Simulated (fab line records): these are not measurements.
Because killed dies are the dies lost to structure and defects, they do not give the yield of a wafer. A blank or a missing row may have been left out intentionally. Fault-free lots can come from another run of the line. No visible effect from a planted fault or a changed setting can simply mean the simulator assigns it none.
fab line records	flow sky130
[record] lots = 5	wafers = 15	last_day = 49
route steps=708 shown METAL5@671 PASSIVATION@681 PAD_OPEN@694
lots that met no fault: taken from a fault-free run of the same line
start_h: the number of hours between the record's first day and the start of the first shown wafer of the lot	wait_h: how many hours have passed since the lot's step before this one	" same as the row above	L1.1+2: several wafers, shown together as one row	- either no value or no given start	* or withheld: withheld	< > ~ a bound
route shown NAME@n: NAME is a module with steps in the file, n the number in the route of the first one	usual: mean/standard deviation taken from wafers without a fault	same: alike in all rows	chamber/n: place in a boat	sites: readings site by site	_std_site: standard deviation across them	_edge_site: outer sites' mean less inner sites'	radius_mm: for every site, how far away it sits from the centre of the wafer	mask NAME#n: copy n	behind: the tool/chamber that last shaped the wafer	hold: the reason the lot was held/the length of the hold in hours/how it ended	device: the n, p or np transistor that did not switch	end of line: tests run on the same wafers once the route is complete	a step without rows: its recipe alone	killed: the dies lost at the first sort to structure and to defects; this is not the yield of the wafer	map: a wafer's dies, marking killed ones x, the rest . and places with no die _
set.NAME: the setting as run; set.NAME@STEP: as run at that earlier step	model.NAME: the simulator's own value behind a step, which no gauge read
lots seen at some steps along the route; tables by step, rows by wafer
services: a tool's chamber out of use, with start hour (start_h, from the record's first day; less than 0 if before it), hours out, and reason
[[steps]]
[step SKY_METAL5_SOFTBAKE_10]
[recipe] temp_c = 90	time_s = 60	resist = NOVOLAK
[step SKY_METAL5_EXPOSE_11]
[recipe] mask_id = MM5	na = 0.6	source_shape = conventional	sigma_outer = 0.6	polarization = unpolarized	target_cd_nm = 1600	dose_mj = 190
[step SKY_METAL5_PEB_12]
[recipe] temp_c = withheld	time_s = *	resist = NOVOLAK
[step SKY_METAL5_DEVELOP_13]
[recipe] resist = NOVOLAK	developer = TMAH	develop_time_s = 60	dev_temp_c = 23
[step SKY_METAL5_DESCUM_14]
[recipe] chemistry = O2	source_power_w = 150	bias_power_w = 0	pressure_mtorr = 10	temp_c = 40	time_s = 11
[step SKY_METAL5_METAL_ETCH_15]
[recipe] target_depth_a = 12600	stop_on = SiO2	over_etch_frac = 0.2	time_s = 252	chemistry = Cl2/BCl3	resist_sidewall_deg = 86	pressure_mtorr = 10	icp_w = 900	bias_w = 48.5	Cl2_flow_sccm = 60	bcl3_flow_sccm = 30
[step SKY_METAL5_STRIP_16]
[recipe] chemistry = O2/N2	power_w = 1400	pressure_mtorr = 1500	platen_temp_c = withheld	o2_flow_sccm = 3000	n2_flow_sccm = 300	overash_fraction = 0.5
[step SKY_METAL5_STRIP_17]
[recipe] chemistry = post_etch_residue_remover	time_s = 1200	temp_c = 72.5
[step SKY_METAL5_CLEAN_18]
[recipe] chemistry = IPA	time_s = 180	temp_c = 25
[step SKY_METAL5_CLEAN_19]
[recipe] chemistry = O3/DIW	dry = n2_spin
[step SKY_PASSIVATION_CVD_00]
[recipe] material = SiO2	target_thk_nm = 90	temp_c = 400	time_s = withheld	rf_w = 600
[step SKY_PASSIVATION_CVD_02]
[recipe] material = Si3N4	target_thk_nm = 540	temp_c = 400	time_s = withheld	rf_w = 450
[usual] heater_power_w = 713/140
lot.wafer	tool	chamber	start_h	wait_h	heater_power_w	model.Si3N4_of_PASSIVATION_CVD_02.thk_nm
L691.3	pecvd-01	0	1022.82	0.1	949	543.5
L691.4	"	1	"	"	699	548.4
L691.6	"	0	"	"	746	549.2
L707.4	pecvd-01	0	1130.73	0.1	834	542.2
L707.5	"	2	"	"	584	568
L707.6	"	0	"	"	875	568.5
L708.3	pecvd-01	0	1135.88	0.0	821	533.2
L708.5	"	0	"	"	868	572.2
L708.6	"	2	"	"	586	567
L709.3	pecvd-01	1	1138.01	0.0	646	547.9
L709.4	"	1	"	"	665	550.9
L709.6	"	2	"	"	550	575
L712.1	pecvd-03	2	1150.03	0.1	637	522.4
L712.4	"	0	"	"	868	550
L712.5	"	1	"	"	775	542.8
[step SKY_PASSIVATION_THK_MEAS_03]
[recipe] reads = Si3N4_of_PASSIVATION_CVD_02
[usual] PASSIVATION_CVD_02_THK = 541/6.9
lot.wafer	tool	chamber	start_h	wait_h	hold	PASSIVATION_CVD_02_THK[nm]
L691.3	film_metro-01	-	1023.07	-	-	544
L691.4	"	-	"	"	-	548
L691.6	"	-	"	"	-	550
L707.4	film_metro-01	-	1130.98	-	await_dispo/0.2h/release	542
L707.5	"	-	"	"	await_dispo/0.2h/release	568
L707.6	"	-	"	"	await_dispo/0.2h/release	568
L707.4	film_metro-01	-	1131.21	0.2	-	542
L707.5	"	-	"	"	-	568
L707.6	"	-	"	"	-	568
L708.3	film_metro-04	-	1136.13	-	await_dispo/0.2h/release	533
L708.5	"	-	"	"	await_dispo/0.2h/release	572
L708.6	"	-	"	"	await_dispo/0.2h/release	567
L708.3	film_metro-04	-	1136.35	0.2	-	533
L708.5	"	-	"	"	-	572
L708.6	"	-	"	"	-	567
L709.3	film_metro-01	-	1138.25	-	await_dispo/0.2h/release	548
L709.4	"	-	"	"	await_dispo/0.2h/release	550
L709.6	"	-	"	"	await_dispo/0.2h/release	575
L709.3	film_metro-01	-	1138.48	0.2	-	548
L709.4	"	-	"	"	-	551
L709.6	"	-	"	"	-	575
L712.1	film_metro-02	-	1150.26	-	-	523
L712.4	"	-	"	"	-	550
L712.5	"	-	"	"	-	543
[step SKY_PASSIVATION_HMDS_05]
[recipe] prime_time_s = 60	prime_temp_c = 120
[step SKY_PASSIVATION_COAT_06]
[recipe] spin_rpm = 2000	resist_thk_nm = 3000
[step SKY_PASSIVATION_SOFTBAKE_07]
[recipe] temp_c = 110	time_s = withheld
[step SKY_PASSIVATION_EXPOSE_08]
[recipe] mask_id = NSM	target_cd_nm = 3000	na = 0.57	dose_mj = 260
[step SKY_PASSIVATION_PEB_09]
[recipe] temp_c = 115	time_s = withheld
[step SKY_PASSIVATION_DEVELOP_10]
[recipe] develop_time_s = 60	dev_temp_c = 23
[step SKY_PASSIVATION_ETCH_11]
[recipe] chemistry = CF4/O2	target_depth_nm = 725	stop_on = AlCu	source_w = 800	bias_w = 150	pressure_mtorr = 150	cf4_flow_sccm = 80	O2_flow_sccm = 10	time_s = 161.1
[usual] drypump_motor_current_A = 6.0/0.43	oes_product_au = 0.978/0.0073	throttle_valve_pct = 5.965/0.0092
lot.wafer	tool	chamber	start_h	wait_h	drypump_motor_current_A	oes_product_au	rf_hours_counter_h	throttle_valve_pct	model.etch.depth_nm	model.PASSIVATION.feature_depth_nm
L691.3	rie_diel-02	1	1045.05	-	6.1	0.980	23	5.956	709.1	709.1
L691.4	"	0	"	"	5.6	0.984	1	5.968	716	716
L691.6	"	1	"	"	6.1	0.986	-	5.965	715.2	715.2
L707.4	rie_diel-02	0	1150.17	-	5.6	0.982	5	5.981	708.6	708.6
L707.5	"	3	"	"	6.4	0.992	-	5.968	727.1	727.1
L707.6	"	2	"	"	6.3	0.992	-	5.970	722.6	722.6
L708.3	rie_diel-02	3	1155.10	-	6.4	0.975	11	5.957	693.3	693.3
L708.5	"	2	"	"	6.4	0.991	-	5.967	721.2	721.2
L708.6	"	1	"	"	6.1	0.969	-	5.972	705.2	705.2
L709.3	rie_diel-01	3	1156.76	-	6.6	0.982	24	5.970	706.7	706.7
L709.4	"	3	"	"	6.6	0.968	-	5.956	707.5	707.6
L709.6	"	2	"	"	5.6	0.998	-	5.975	716	716
L712.1	rie_diel-02	0	1167.16	-	5.6	0.967	6	5.967	685.1	685.1
L712.4	"	1	"	"	6.1	0.978	1	5.968	710.4	710.4
L712.5	"	3	"	"	6.4	0.977	-	5.959	706.1	706.1
[step SKY_PASSIVATION_STRIP_12]
[recipe] chemistry = O2/N2	power_w = 1400	pressure_mtorr = 1500	platen_temp_c = withheld	overash_fraction = 0.7	o2_flow_sccm = 3000	n2_flow_sccm = 300
[step SKY_PAD_OPEN_DEHYDRATE_00]
[recipe] temp_c = 200	time_s = 60
[step SKY_PAD_OPEN_HMDS_01]
[recipe] prime_time_s = 60	prime_temp_c = 120
[step SKY_PAD_OPEN_COAT_02]
[recipe] spin_rpm = 2000	resist_thk_nm = 3000
[step SKY_PAD_OPEN_SOFTBAKE_03]
[recipe] temp_c = 110	time_s = withheld
[step SKY_PAD_OPEN_EXPOSE_04]
[recipe] mask_id = PDM	target_cd_nm = 60000	na = 0.57	dose_mj = 260
[step SKY_PAD_OPEN_PEB_05]
[recipe] temp_c = 115	time_s = withheld
[step SKY_PAD_OPEN_DEVELOP_06]
[recipe] develop_time_s = 60	dev_temp_c = 23
[step SKY_PAD_OPEN_ETCH_07]
[recipe] chemistry = CF4/O2	target_depth_nm = 725	stop_on = AlCu	source_w = 800	bias_w = 150	pressure_mtorr = 150	cf4_flow_sccm = 80	O2_flow_sccm = 10	time_s = 161.1
[usual] drypump_motor_current_A = 6.0/0.47	oes_product_au = 0.977/0.0072	throttle_valve_pct = 5.964/0.0096
lot.wafer	tool	chamber	start_h	wait_h	drypump_motor_current_A	oes_product_au	rf_hours_counter_h	throttle_valve_pct	model.etch.depth_nm	model.PAD_OPEN.feature_depth_nm
L691.3	rie_diel-01	3	1066.75	-	6.6	0.967	21	5.961	709.1	709.1
L691.4	"	1	"	"	5.4	0.991	25	5.963	716	716
L691.6	"	3	"	"	6.6	0.988	-	5.983	709.7	709.7
L707.4	rie_diel-04	1	1167.30	-	5.6	0.986	27	5.975	708.6	708.6
L707.5	"	0	"	"	5.6	0.994	-	5.963	727.1	727.1
L707.6	"	1	"	"	5.6	0.993	-	5.976	727.6	727.6
L708.3	rie_diel-04	1	1171.57	-	5.6	0.975	27	5.961	693.3	693.3
L708.5	"	3	"	"	6.6	0.996	-	5.961	731.2	731.2
L708.6	"	2	"	"	6.3	0.978	-	5.964	723.9	723.9
L709.3	rie_diel-03	0	1173.27	-	5.8	0.989	25	5.963	711.5	711.5
L709.4	"	1	"	"	6.2	0.989	6	5.956	717.1	717.1
L709.6	"	1	"	"	6.2	0.991	-	5.955	731.8	731.8
L712.1	rie_diel-01	0	1182.69	-	5.3	0.958	26	5.950	685.1	685.1
L712.4	"	0	"	"	5.2	0.986	-	5.966	713.2	713.2
L712.5	"	3	"	"	6.6	0.968	-	5.948	706.1	706.1
[step SKY_PAD_OPEN_STRIP_08]
[recipe] chemistry = O2/N2	power_w = 1400	pressure_mtorr = 1500	platen_temp_c = withheld	overash_fraction = 0.7	o2_flow_sccm = 3000	n2_flow_sccm = 300
[step SKY_PAD_OPEN_STRIP_09]
[recipe] chemistry = post_etch_residue_remover	time_s = 1200	temp_c = 72.5
lot.wafer	tool	chamber	start_h	wait_h	model.Si3N4_of_PASSIVATION_CVD_02.thk_nm
L691.3	wet_bench-02	1	1066.96	0.0	543.2
L691.4	"	1	"	"	548
L691.6	"	1	"	"	548.8
L707.4	wet_bench-03	1	1167.57	0.1	541.9
L707.5	"	1	"	"	567.6
L707.6	"	1	"	"	568.2
L708.3	wet_bench-02	3	1171.80	0.1	532.8
L708.5	"	3	"	"	571.8
L708.6	"	3	"	"	566.6
L709.3	wet_bench-03	0	1173.52	0.1	547.5
L709.4	"	0	"	"	550.5
L709.6	"	0	"	"	574.6
L712.1	wet_bench-04	0	1182.89	0.1	522.1
L712.4	"	0	"	"	549.6
L712.5	"	0	"	"	542.5
[step SKY_PAD_OPEN_CLEAN_10]
[recipe] chemistry = IPA	time_s = 180	temp_c = 25
[step SKY_PAD_OPEN_PROBE_99]
[usual] defect_limited_yield = 82.5/1.9	killed_at_M0_to_M3 = 43/6.8	killed_at_M4_up = 3.2/1.8	killed_at_contacts = 24/6.2	killed_at_front_end = 15/4.7	killed_at_other = 0.4/0.63	killed_dies = 86/9.6	killed_on_rim = 17/3.9	killed_open = 47/6.9	killed_short = 39/6.3	sort_bin_3_pad_short = 0.9/0.46	sort_bin_5_function = 10.5/1.5	sort_bin_6_memory = 6.1/1.1	sort_n_pass = 406/9.6	sort_yield_pct = 82.5/1.9
[same] gross_dies = 492	killed_at_back_side = 0	sort_bin_4_leakage[%] = 0	sort_bin_8_speed[%] = 0
lot.wafer	tool	chamber	start_h	wait_h	defect_limited_yield[%]	killed_at_M0_to_M3	killed_at_M4_up	killed_at_contacts	killed_at_front_end	killed_at_other	killed_dies	killed_on_rim	killed_open	killed_short	sort_bin_3_pad_short[%]	sort_bin_5_function[%]	sort_bin_6_memory[%]	sort_n_pass	sort_yield_pct[%]
L691.3	prober-01	-	1069.72	0.2	82.5	45	4	16	20	1	86	15	45	41	1.4	9.1	6.9	406	82.5
L691.4	prober-01	-	1069.77	0.2	83.7	40	5	13	21	1	80	9	35	45	1.2	8.7	6.3	412	83.7
L691.6	prober-01	-	1069.87	0.2	86.2	34	2	14	18	0	68	12	41	26	0.6	8.1	5.1	424	86.2
L707.4	prober-01	-	1169.83	0.2	82.9	43	4	27	9	1	84	20	41	43	1.0	9.6	6.5	408	82.9
L707.5	prober-01	-	1169.88	0.2	85.2	45	1	18	8	1	73	10	43	30	0.6	7.9	6.3	419	85.2
L707.6	prober-01	-	1169.93	0.2	77.6	57	0	24	28	1	110	19	54	53	0.6	13.8	7.9	382	77.6
L708.3	prober-02	-	1174.68	0.2	83.1	40	2	23	17	1	83	14	39	44	1.8	9.1	5.9	409	83.1
L708.5	prober-02	-	1174.78	0.2	81.3	47	7	20	17	1	92	11	44	48	0.4	10.8	7.5	400	81.3
L708.6	prober-02	-	1174.83	0.2	82.9	43	2	27	12	0	84	14	42	42	0.6	11.8	4.7	408	82.9
L709.3	prober-01	-	1176.11	0.2	81.5	52	2	21	15	1	91	15	52	39	0.8	11.0	6.7	401	81.5
L709.4	prober-01	-	1176.16	0.2	83.9	41	3	21	14	0	79	17	43	35	0.4	8.1	7.5	413	83.9
L709.6	prober-01	-	1176.26	0.2	82.1	48	3	19	17	1	88	18	56	32	0.4	11.2	6.3	404	82.1
L712.1	prober-02	-	1185.01	0.1	82.9	42	0	30	11	1	84	16	48	36	0.8	11.0	5.3	408	82.9
L712.4	prober-02	-	1185.16	0.2	81.9	50	4	20	15	0	89	17	44	44	1.0	11.8	5.3	403	81.9
L712.5	prober-02	-	1185.21	0.2	83.3	45	3	18	16	0	82	10	54	28	0.8	9.1	6.7	410	83.3
// killed by level:class
L691.3 FIELD_ISO:geometric_particle:short=9 VIA1:geometric_particle:open=9 VIA2:geometric_particle:open=9 CONTACT:geometric_particle:open=8 VIA2:geometric_particle:short=6 FIELD_ISO:geometric_particle:open=5 METAL2:geometric_particle:short=5 METAL1:geometric_particle:short=4
L691.4 VIA1:geometric_particle:open=7 VIA2:geometric_particle:short=6 METAL3:geometric_particle:short=6 FIELD_ISO:geometric_particle:short=5 FIELD_ISO:geometric_particle:open=5 CONTACT:geometric_particle:open=5 VIA3:geometric_particle:short=5 VIA1:geometric_particle:short=4
L691.6 VIA1:geometric_particle:open=9 CONTACT:geometric_particle:open=7 POLY_GATE:geometric_particle:short=5 VIA2:geometric_particle:open=5 POLY_GATE:geometric_particle:open=4 LI_CONTACT:geometric_particle:open=4 METAL3:geometric_particle:short=4 VIA3:geometric_particle:open=4
L707.4 CONTACT:geometric_particle:open=9 LI_CONTACT:geometric_particle:open=9 VIA1:geometric_particle:open=7 VIA1:geometric_particle:short=7 VIA2:geometric_particle:open=6 CONTACT:geometric_particle:short=5 METAL1:geometric_particle:short=5 METAL2:geometric_particle:short=5
L707.5 VIA2:geometric_particle:open=11 CONTACT:geometric_particle:open=10 VIA1:geometric_particle:open=10 METAL2:geometric_particle:short=8 METAL1:geometric_particle:short=5 METAL3:geometric_particle:short=4 LI_CONTACT:geometric_particle:open=3 POLY_GATE:geometric_particle:open=2
L707.6 VIA1:geometric_particle:open=16 CONTACT:geometric_particle:open=12 METAL2:geometric_particle:short=8 METAL3:geometric_particle:short=7 VIA2:geometric_particle:short=7 FIELD_ISO:geometric_particle:short=6 VIA2:geometric_particle:open=6 FIELD_ISO:geometric_particle:open=5
L708.3 CONTACT:geometric_particle:open=9 VIA1:geometric_particle:short=8 METAL1:geometric_particle:short=7 VIA1:geometric_particle:open=6 FIELD_ISO:geometric_particle:open=5 POLY_GATE:geometric_particle:short=4 LI_CONTACT:geometric_particle:open=4 LOCAL_INTERCONNECT:geometric_particle:short=4
L708.5 VIA1:geometric_particle:open=12 LI_CONTACT:geometric_particle:open=7 CONTACT:geometric_particle:open=6 METAL1:geometric_particle:short=6 VIA1:geometric_particle:short=6 VIA2:geometric_particle:open=6 METAL2:geometric_particle:short=5 VIA3:geometric_particle:short=5
L708.6 LI_CONTACT:geometric_particle:open=9 METAL2:geometric_particle:short=8 VIA1:geometric_particle:open=7 CONTACT:geometric_particle:short=5 CONTACT:geometric_particle:open=5 VIA1:geometric_particle:short=5 FIELD_ISO:geometric_particle:open=4 LOCAL_INTERCONNECT:geometric_particle:short=4
L709.3 VIA3:geometric_particle:open=12 CONTACT:geometric_particle:open=8 VIA1:geometric_particle:open=8 METAL1:geometric_particle:short=7 VIA2:geometric_particle:open=6 CONTACT:geometric_particle:short=5 VIA1:geometric_particle:short=5 FIELD_ISO:geometric_particle:open=4
L709.4 VIA1:geometric_particle:open=12 LI_CONTACT:geometric_particle:open=8 CONTACT:geometric_particle:short=6 VIA2:geometric_particle:open=6 VIA3:geometric_particle:open=6 CONTACT:geometric_particle:open=5 METAL1:geometric_particle:short=5 POLY_GATE:geometric_particle:short=4
L709.6 VIA1:geometric_particle:open=10 CONTACT:geometric_particle:open=10 VIA3:geometric_particle:open=10 VIA2:geometric_particle:open=7 METAL2:geometric_particle:short=6 LI_CONTACT:geometric_particle:open=6 POLY_GATE:geometric_particle:short=5 FIELD_ISO:geometric_particle:open=4
L712.1 CONTACT:geometric_particle:open=10 VIA1:geometric_particle:open=9 VIA3:geometric_particle:open=9 LI_CONTACT:geometric_particle:open=7 LOCAL_INTERCONNECT:geometric_particle:short=6 CONTACT:geometric_particle:short=5 METAL2:geometric_particle:short=5 FIELD_ISO:geometric_particle:short=4
L712.4 VIA3:geometric_particle:open=10 VIA1:geometric_particle:open=8 VIA2:geometric_particle:open=8 VIA3:geometric_particle:short=6 LI_CONTACT:geometric_particle:open=5 CONTACT:geometric_particle:short=5 CONTACT:geometric_particle:open=4 VIA1:geometric_particle:short=4
L712.5 VIA1:geometric_particle:open=11 CONTACT:geometric_particle:open=9 FIELD_ISO:geometric_particle:open=7 METAL2:geometric_particle:short=6 VIA3:geometric_particle:short=5 VIA3:geometric_particle:open=5 LI_CONTACT:geometric_particle:open=4 LOCAL_INTERCONNECT:geometric_particle:short=4
[[services]]
tool	chamber	start_h	hours	kind
rie_diel-03	0	1008.67	14.2	repair
pecvd-01	2	1021.58	2.1	scheduled_down
rie_diel-02	2	1022.77	1.9	repair
wet_bench-04	-	1024.77	5.1	repair
pecvd-03	2	1031.07	5.5	scheduled_down
wet_bench-04	-	1039.30	1.9	pm
rie_diel-04	-	1041.67	0.4	repair
rie_diel-03	-	1061.22	14.6	pm
rie_diel-04	3	1064.17	2.6	repair
pecvd-03	1	1082.46	5.5	scheduled_down
rie_diel-02	1	1088.39	2.7	repair
rie_diel-02	1	1097.57	-	clean
rie_diel-02	1	1097.57	34.6	scheduled_down
rie_diel-02	1	1097.57	34.6	vent_cycle
rie_diel-04	3	1107.26	4.7	repair
rie_diel-03	2	1121.27	5.4	repair
pecvd-01	1	1125.47	5.5	scheduled_down
rie_diel-01	1	1147.46	13.8	repair
rie_diel-01	1	1167.46	1.4	repair
rie_diel-02	0	1169.96	7.0	repair
rie_diel-01	1	1175.03	-	clean
rie_diel-01	1	1175.03	-	consumable_replace:focus_ring
rie_diel-01	1	1175.03	14.3	scheduled_down
rie_diel-01	1	1175.03	14.3	vent_cycle
[[key]]
[first_sign] step = SKY_PASSIVATION_THK_MEAS_03	reading = visit	direction = added
[effect] step = SKY_PASSIVATION_THK_MEAS_03	reading = PASSIVATION_CVD_02_THK	direction = up	sigmas = 4.3	usual = 541	struck = 570
[model_effect] step = SKY_PASSIVATION_CVD_02	value = Si3N4_of_PASSIVATION_CVD_02.thk_nm	without = 541.6	struck = 570.1
[model_effect] step = SKY_PASSIVATION_ETCH_11	value = etch.depth_nm	without = 706	struck = 718.4
[model_effect] step = SKY_PAD_OPEN_ETCH_07	value = etch.depth_nm	without = 706	struck = 728.3
[model_effect] step = SKY_PAD_OPEN_STRIP_09	value = Si3N4_of_PASSIVATION_CVD_02.thk_nm	without = 541.3	struck = 569.8
met_at SKY_PASSIVATION_CVD_02
struck_wafers L707.5,L707.6,L708.5,L708.6,L709.6
onset_between 1022.82 1130.73
[fault] kind = process_parameter_drift	tool = pecvd-01	chamber = -	onset_h = 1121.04	steps = SKY_PASSIVATION_CVD_02	channel = time_s	offset = withheld	shape = step	end_h = 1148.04	scope = struck_wafers_only	acts_in = *
